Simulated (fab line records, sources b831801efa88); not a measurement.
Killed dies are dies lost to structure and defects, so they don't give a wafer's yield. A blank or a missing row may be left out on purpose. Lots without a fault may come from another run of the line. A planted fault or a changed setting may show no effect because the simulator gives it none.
fab line records | flow sky130
record lots=11 wafers=31 last_day=50
route steps=708 shown SONOS_ONO@181 GATE_OXIDE@200 POLY_GATE@231
lots that met no fault: from a run of the same line without faults
start_h: hours from the record's first day to the start of the lot's first wafer shown | wait_h: hours since the lot's step before | " the same as in the row above | L1.1+2: a row that stands for several wafers | - no value, or no start given | * or withheld: withheld | < > ~ a bound
route shown NAME@n: a module of which the file shows steps, and the number in the route of the first | usual: mean/standard deviation of fault-free wafers | same: alike in all rows | chamber/n: place in a boat | sites: the reading at each site | _std_site: their standard deviation | _edge_site: outer sites' mean less inner sites' | radius_mm: how far each site lies from the wafer's centre | mask NAME#n: copy n | behind: the tool/chamber that last shaped the wafer | hold: why the lot was held/for how many hours/how that ended | device: the transistor (n, p or np) that didn't switch | end of line: the same wafers' tests at the end of the route | a step without rows: its recipe alone | killed: dies lost to structure and defects at the first sort, not the wafer's yield | map: a wafer's dies, x killed, . not, _ none there
set.NAME: the setting as run; set.NAME@STEP: as run at that earlier step | model.NAME: the simulator's own value behind a step, which no gauge read
steps of the route over a sample of lots; a table a step, a row a wafer
services: from which hour (start_h, from the record's first day; less than 0 if before it) a tool's chamber was out of use, for how many hours, and why
## steps
# step SKY_SONOS_ONO_CD_MEAS_13
# recipe target_cd_nm=410
# usual cd_nm=410.2/2.4
# columns lot.wafer tool chamber start_h wait_h cd_nm
L191.1 cd_sem-01 - 289.44 0.1 411.6
L191.2 " - " " 410.9
L191.3 " - " " 413.2
L192.2 cd_sem-02 - 294.06 0.2 411.5
L192.4 " - " " 409.2
L192.5 " - " " 409.4
L194.1 cd_sem-02 - 299.93 0.1 410.7
L194.4 " - " " 412.4
L194.5 " - " " 412.5
L195.2 cd_sem-01 - 306.21 0.1 413.3
L195.4 " - " " 412.8
L195.6 " - " " 413.3
L199.2 cd_sem-01 - 338.76 0.1 409.7
L199.3 " - " " 410.5
L199.4 " - " " 410.1
L200.4 cd_sem-01 - 353.86 0.1 412.3
L200.5 " - " " 414.3
L200.6 " - " " 413.9
L209.3 cd_sem-01 - 432.19 0.1 412.1
L209.4 " - " " 411.6
L209.6 " - " " 413.7
L210.5 cd_sem-02 - 441.52 0.1 409.0
L210.6 " - " " 412.8
L211.5 cd_sem-01 - 441.53 0.1 406.4
L211.6 " - " " 409.4
L212.3 cd_sem-02 - 455.43 0.1 414.3
L212.4 " - " " 412.5
L212.5 " - " " 409.8
L214.2 cd_sem-01 - 467.75 0.1 409.9
L214.4 " - " " 408.1
L214.6 " - " " 408.6
# step SKY_SONOS_ONO_STRIP_17
# recipe chemistry=O2/N2 power_w=1400 pressure_mtorr=1500 platen_temp_c=withheld o2_flow_sccm=3000 n2_flow_sccm=300 overash_fraction=0.5
# usual drypump_motor_current_A=5.6/0.31 oes_product_au=0.710/0.0044 strip_time_to_endpoint_s=14.11/0.039
# columns lot.wafer tool chamber start_h wait_h drypump_motor_current_A oes_product_au rf_hours_counter_h strip_time_to_endpoint_s
L191.1 plasma_asher-03 1 289.70 0.0 5.2 0.711 47 14.11
L191.2 " 0 " " 5.4 0.709 47 14.10
L191.3 " 0 " " 5.4 0.716 - 14.09
L192.2 plasma_asher-02 1 294.31 0.0 5.4 0.717 59 14.13
L192.4 " 0 " " 6.1 0.720 - 14.13
L192.5 " 1 " " 5.4 0.709 - 14.08
L194.1 plasma_asher-04 1 301.48 0.0 5.9 0.708 18 14.10
L194.4 " 0 " " 5.7 0.707 - 14.11
L194.5 " 1 " " 5.9 0.718 - 14.11
L195.2 plasma_asher-03 1 306.45 0.0 5.2 0.712 48 14.20
L195.4 " 1 " " 5.2 0.704 - 14.13
L195.6 " 1 " " 5.2 0.711 - 14.20
L199.2 plasma_asher-04 1 339.00 0.0 5.9 0.713 22 14.05
L199.3 " 1 " " 5.9 0.714 - 14.06
L199.4 " 0 " " 5.7 0.709 - 14.07
L200.4 plasma_asher-04 1 354.10 0.0 5.8 0.708 - 14.09
L200.5 " 0 " " 5.7 0.717 - 14.12
L200.6 " 1 " " 5.9 0.712 - 14.10
L209.3 plasma_asher-02 1 432.46 0.0 5.3 0.706 - 14.17
L209.4 " 0 " " 6.1 0.706 - 14.14
L209.6 " 1 " " 5.4 0.710 - 14.17
L210.5 plasma_asher-02 0 441.77 0.1 6.1 0.710 - 14.15
L210.6 " 1 " " 5.4 0.705 - 14.15
L211.5 plasma_asher-04 0 441.78 0.1 5.7 0.717 - 14.17
L211.6 " 1 " " 5.8 0.704 - 14.20
L212.3 plasma_asher-03 0 455.69 0.0 5.4 0.712 - 14.06
L212.4 " 1 " " 5.2 0.703 - 14.13
L212.5 " 0 " " 5.4 0.713 - 14.08
L214.2 plasma_asher-02 1 468.00 0.0 5.3 0.713 76 14.10
L214.4 " 1 " " 5.3 0.710 - 14.08
L214.6 " 1 " " 5.3 0.711 - 14.09
# step SKY_GATE_OXIDE_STRIP_13
# recipe chemistry=O2/N2 power_w=1400 pressure_mtorr=1500 platen_temp_c=withheld o2_flow_sccm=3000 n2_flow_sccm=300 overash_fraction=0.5
# usual drypump_motor_current_A=5.6/0.34 oes_product_au=0.716/0.0043 strip_time_to_endpoint_s=14.18/0.051
# columns lot.wafer tool chamber start_h wait_h drypump_motor_current_A oes_product_au rf_hours_counter_h strip_time_to_endpoint_s
L191.1 plasma_asher-02 0 317.52 0.0 6.0 0.724 61 14.23
L191.2 " 1 " " 5.3 0.713 61 14.22
L191.3 " 1 " " 5.4 0.714 - 14.21
L192.2 plasma_asher-02 0 323.90 0.0 6.0 0.711 62 14.21
L192.4 " 1 " " 5.3 0.712 - 14.24
L192.5 " 0 " " 6.1 0.713 - 14.20
L194.1 plasma_asher-02 1 329.89 0.0 5.4 0.714 63 14.18
L194.4 " 1 " " 5.4 0.713 - 14.16
L194.5 " 1 " " 5.3 0.707 - 14.21
L195.2 plasma_asher-02 1 334.29 0.0 5.3 0.722 63 14.21
L195.4 " 0 " " 6.0 0.721 - 14.26
L195.6 " 1 " " 5.3 0.713 - 14.23
L199.2 plasma_asher-03 1 368.41 0.0 5.2 0.714 54 14.26
L199.3 " 1 " " 5.2 0.718 - 14.27
L199.4 " 0 " " 5.4 0.719 - 14.26
L200.4 plasma_asher-02 1 384.26 0.0 5.4 0.725 - 14.19
L200.5 " 0 " " 6.1 0.722 - 14.21
L200.6 " 1 " " 5.4 0.711 - 14.22
L209.3 plasma_asher-03 1 465.59 0.0 5.2 0.706 - 14.17
L209.4 " 0 " " 5.4 0.713 - 14.14
L209.6 " 0 " " 5.4 0.720 - 14.18
L210.5 plasma_asher-03 1 473.36 0.1 5.2 0.720 - 14.18
L210.6 " 0 " " 5.4 0.718 - 14.15
L211.5 plasma_asher-02 1 474.43 0.1 5.4 0.717 - 14.15
L211.6 " 0 " " 6.1 0.714 - 14.15
L212.3 plasma_asher-02 0 488.11 0.0 6.1 0.713 - 14.11
L212.4 " 1 " " 5.3 0.720 - 14.08
L212.5 " 1 " " 5.3 0.708 - 14.13
L214.2 plasma_asher-01 1 501.03 0.0 5.8 0.718 7 14.07
L214.4 " 0 " " 5.3 0.722 - 14.13
L214.6 " 0 " " 5.3 0.714 - 14.11
# step SKY_POLY_GATE_ETCH_17
# recipe target_depth_nm=180 stop_on=SiO2 over_etch_frac=0.56667 chemistry=HBr/Cl2 target=poly-Si icp_w=400 bias_w=100 pressure_mtorr=10 HBr_flow_sccm=150 Cl2_flow_sccm=50 time_s=70.5
# usual drypump_motor_current_A=5.9/0.49 he_backside_leak_sccm=2.73/0.27 oes_product_au=0.987/0.0077 over_etch_frac=0.56667/0 throttle_valve_pct=33.684/0.01
# columns lot.wafer tool chamber start_h wait_h drypump_motor_current_A he_backside_leak_sccm oes_product_au over_etch_frac rf_hours_counter_h throttle_valve_pct
L191.1 rie_si-02 2 379.84 0.0 6.3 2.64 0.983 0.56667 4.9 33.669
L191.2 " 0 " " 5.1 2.99 0.981 0.56667 1.5 33.677
L191.3 " 1 " " 5.9 2.68 0.982 0.56667 2.8 33.682
L192.2 rie_si-02 2 383.30 0.0 6.3 2.78 0.988 0.56667 5.0 33.672
L192.4 " 0 " " 5.0 3.92 0.990 0.56667 1.6 33.671
L192.5 " 2 " " 6.3 2.86 0.996 0.56667 - 33.697
L194.1 rie_si-01 1 393.61 0.0 6.1 2.85 0.973 0.56667 0.4 33.664
L194.4 " 2 " " 6.8 2.80 0.972 0.56667 4.9 33.682
L194.5 " 2 " " 6.8 2.97 0.981 0.56667 - 33.676
L195.2 rie_si-01 2 397.86 0.0 6.8 3.01 0.974 0.56667 4.9 33.674
L195.4 " 3 " " 5.6 2.53 0.982 0.56667 - 33.684
L195.6 " 2 " " 6.8 2.99 0.988 0.56667 - 33.677
L199.2 rie_si-02 2 434.25 0.0 6.3 2.65 1.000 0.56667 5.5 33.666
L199.3 " 3 " " 6.1 2.40 0.987 0.56667 1.6 33.672
L199.4 " 0 " " 5.1 2.88 0.992 0.56667 2.0 33.680
L200.4 rie_si-02 0 450.34 0.0 5.0 2.86 0.991 0.56667 2.1 33.666
L200.5 " 1 " " 5.9 2.85 1.004 0.56667 - 33.687
L200.6 " 0 " " 5.0 2.83 0.987 0.56667 - 33.689
L209.3 rie_si-02 0 532.09 0.0 5.0 2.86 0.921 0.74355 2.5 33.693
L209.4 " 1 " " 5.9 2.77 0.998 0.56667 3.8 33.663
L209.6 " 2 " " 6.3 2.62 0.917 0.74355 - 33.668
L210.5 rie_si-02 3 539.17 0.0 6.2 2.62 0.984 0.56667 - 33.676
L210.6 " 0 " " 5.0 2.84 0.915 0.74355 - 33.678
L211.5 rie_si-02 0 541.27 0.0 5.0 2.85 0.986 0.56667 - 33.673
L211.6 " 3 " " 6.1 2.37 0.920 0.74355 - 33.673
L212.3 rie_si-01 0 552.99 0.0 5.6 2.79 0.995 0.56667 1.1 33.678
L212.4 " 1 " " 6.1 3.00 0.991 0.56667 1.2 33.687
L212.5 " 1 " " 6.1 2.89 0.996 0.56667 - 33.681
L214.2 rie_si-01 3 566.26 0.0 5.6 2.42 0.988 0.56667 1.6 33.676
L214.4 " 2 " " 6.8 2.88 0.985 0.56667 5.7 33.672
L214.6 " 2 " " 6.8 2.94 0.986 0.56667 - 33.685
# step SKY_POLY_GATE_STRIP_18
# recipe chemistry=O2/N2 power_w=1400 pressure_mtorr=1500 platen_temp_c=withheld o2_flow_sccm=3000 n2_flow_sccm=300 overash_fraction=0.5
# usual drypump_motor_current_A=5.53/0.25 oes_product_au=0.362/0.0046 strip_time_to_endpoint_s=3.19/0.036
# columns lot.wafer tool chamber start_h wait_h drypump_motor_current_A oes_product_au rf_hours_counter_h strip_time_to_endpoint_s
L191.1 plasma_asher-03 0 379.90 0.0 5.38 0.362 55 3.20
L191.2 " 1 " " 5.22 0.363 55 3.25
L191.3 " 1 " " 5.21 0.360 - 3.18
L192.2 plasma_asher-01 0 383.36 0.0 5.34 0.367 69 3.21
L192.4 " 1 " " 5.83 0.362 - 3.20
L192.5 " 1 " " 5.85 0.366 - 3.22
L194.1 plasma_asher-03 0 393.67 0.0 5.35 0.368 56 3.22
L194.4 " 0 " " 5.37 0.359 - 3.19
L194.5 " 1 " " 5.20 0.363 - 3.25
L195.2 plasma_asher-01 0 397.92 0.0 5.34 0.363 71 3.20
L195.4 " 1 " " 5.84 0.363 - 3.17
L195.6 " 0 " " 5.31 0.363 - 3.18
L199.2 plasma_asher-03 1 434.31 0.0 5.22 0.355 61 3.17
L199.3 " 1 " " 5.21 0.361 - 3.19
L199.4 " 0 " " 5.38 0.363 - 3.20
L200.4 plasma_asher-03 0 450.43 0.1 5.41 0.356 - 3.21
L200.5 " 1 " " 5.21 0.367 - 3.22
L200.6 " 0 " " 5.39 0.359 - 3.20
L209.3 plasma_asher-01 1 532.18 0.1 5.84 0.348 - 3.03
L209.4 " 0 " " 5.35 0.362 - 3.13
L209.6 " 0 " " 5.36 0.350 - 2.97
L210.5 plasma_asher-03 0 539.26 0.1 5.39 0.363 - 3.22
L210.6 " 1 " " 5.21 0.359 - 3.06
L211.5 plasma_asher-01 1 541.36 0.1 5.83 0.369 - 3.21
L211.6 " 0 " " 5.34 0.355 - 3.04
L212.3 plasma_asher-04 0 553.08 0.1 5.69 0.360 - 3.23
L212.4 " 1 " " 5.86 0.360 - 3.18
L212.5 " 0 " " 5.68 0.357 - 3.20
L214.2 plasma_asher-04 1 566.32 0.0 5.86 0.356 43 3.16
L214.4 " 1 " " 5.85 0.359 - 3.22
L214.6 " 1 " " 5.86 0.362 - 3.12
## services
# columns tool chamber start_h hours kind
rie_si-02 0 274.50 22.5 repair
plasma_asher-01 - 278.87 9.4 repair
rie_si-01 0 287.68 8.7 repair
rie_si-02 - 304.72 2.1 repair
plasma_asher-02 - 338.54 4.0 pm
plasma_asher-03 - 344.35 4.4 repair
plasma_asher-02 - 350.29 2.8 pm
plasma_asher-04 - 378.63 2.5 repair
rie_si-01 1 397.76 5.3 repair
rie_si-02 - 401.03 2.8 pm
plasma_asher-03 - 410.43 0.5 repair
plasma_asher-01 - 421.25 9.0 pm
plasma_asher-01 0 421.25 9.0 vent_cycle
plasma_asher-01 1 421.25 9.0 vent_cycle
plasma_asher-01 0 430.25 - clean
plasma_asher-01 1 430.25 - clean
plasma_asher-04 - 457.94 5.8 repair
rie_si-01 1 460.38 2.1 repair
rie_si-02 - 516.72 1.4 repair
rie_si-01 - 530.30 14.6 pm
plasma_asher-02 - 534.43 1.9 repair
rie_si-01 2 546.82 2.5 repair
rie_si-02 - 556.91 15.6 pm
plasma_asher-04 - 557.92 8.3 repair
## key
first_sign step=SKY_POLY_GATE_ETCH_17 reading=over_etch_frac direction=up sigmas=99+ usual=0.56667 struck=0.74355
effect step=SKY_POLY_GATE_ETCH_17 reading=oes_product_au direction=down sigmas=8.9 usual=0.987 struck=0.918
effect step=SKY_POLY_GATE_STRIP_18 reading=strip_time_to_endpoint_s direction=down sigmas=4.6 usual=* struck=*
met_at SKY_POLY_GATE_ETCH_17
struck_lots L209,L210,L211
struck_wafers L209.3,L209.6,L210.6,L211.6
tester_left_out L209,L210,L211
not_acting_at SKY_SONOS_ONO_CD_MEAS_13,SKY_SONOS_ONO_STRIP_17,SKY_GATE_OXIDE_STRIP_13
onset_between 450.34 532.09
fault kind=process_parameter_drift tool=rie_si-02 chamber=- onset_h=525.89 steps=SKY_POLY_GATE_ETCH_17 channel=over_etch_frac offset=0.17689 shape=step end_h=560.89 scope=struck_wafers_only stated=0.56667
# tester_left_out: of these lots the tester's yield and bins aren't shown, on N5 and GAA mostly nor the transistor test; their killed dies are dies lost to structure and defects alone, not to doping, threshold or leakage, so they don't give the yield
